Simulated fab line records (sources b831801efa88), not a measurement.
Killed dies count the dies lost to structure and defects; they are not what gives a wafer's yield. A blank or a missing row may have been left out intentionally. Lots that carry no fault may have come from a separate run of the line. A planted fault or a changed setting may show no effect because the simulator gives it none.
Which tool was responsible? | flow gf180mcu | 7 lots, 21 wafers sampled, at 2 steps of a route of 602

== WHAT THE GAUGES SHOWED, per wafer ==
GF_VT_IMPLANT_TW_MEAS_21.
lot  | measured     | on            | VT_IMPLANT_2_TW
L757 | day 6 11:29  | film-metro-03 | 1241 1244 1240
L759 | day 6 22:47  | film-metro-03 | 1235 1237 1239
L761 | day 7 19:26  | film-metro-03 | 1230 1239 1237
L763 | day 8 03:59  | film-metro-02 | 1204 1209 1214
L765 | day 8 14:08  | film-metro-03 | 1236 1241 1238
L770 | day 9 23:38  | film-metro-03 | 895 895 890
L772 | day 10 13:52 | film-metro-01 | 866 861 860

== EACH LOT AND THE TOOL THAT RAN IT (in order: tool; ch and the chambers of the sampled wafers; start) ==
lot  | GF_VT_IMPLANT_IMPLANT_19
L757 | implanter-04 ch 0, day 6 11:16
L759 | implanter-04 ch 0, day 6 22:34
L761 | implanter-03 ch 0, day 7 19:13
L763 | implanter-01 ch 0, day 8 03:44
L765 | implanter-04 ch 0, day 8 13:53
L770 | implanter-04 ch 0, day 9 23:25
L772 | implanter-01 ch 0, day 10 13:37
- GF_VT_IMPLANT_IMPLANT_19

== THE ANSWER, worked out from the rows above alone ==
Rule: what is usual is taken from the lots themselves. Put in order of their means at a reading, lots are off if they are a third of the lots or fewer, leave a main group of 4 or more, and stand apart from it by a gap of 3 or more times the standard deviation of the main group's means; of several such gaps the widest counts. Not used: any main group whose means are identical at the precision the tables above print for the reading. A lot without any number at a reading at which 4 lots or more have one is off too. The other lots that the step has rows for count as sound.
Off: at GF_VT_IMPLANT_TW_MEAS_21 (VT_IMPLANT_2_TW), L770, L772. The main group: mean 1232, standard deviation 12.
If a tool, at a process step before that reading, ran all the lots that are off and no sound lot after the first of them, it fits. Those tools and the gauges at GF_VT_IMPLANT_TW_MEAS_21 are tried in the same way. Not one of the candidates tried fits.

== WHAT THE SIMULATOR PUT IN ==
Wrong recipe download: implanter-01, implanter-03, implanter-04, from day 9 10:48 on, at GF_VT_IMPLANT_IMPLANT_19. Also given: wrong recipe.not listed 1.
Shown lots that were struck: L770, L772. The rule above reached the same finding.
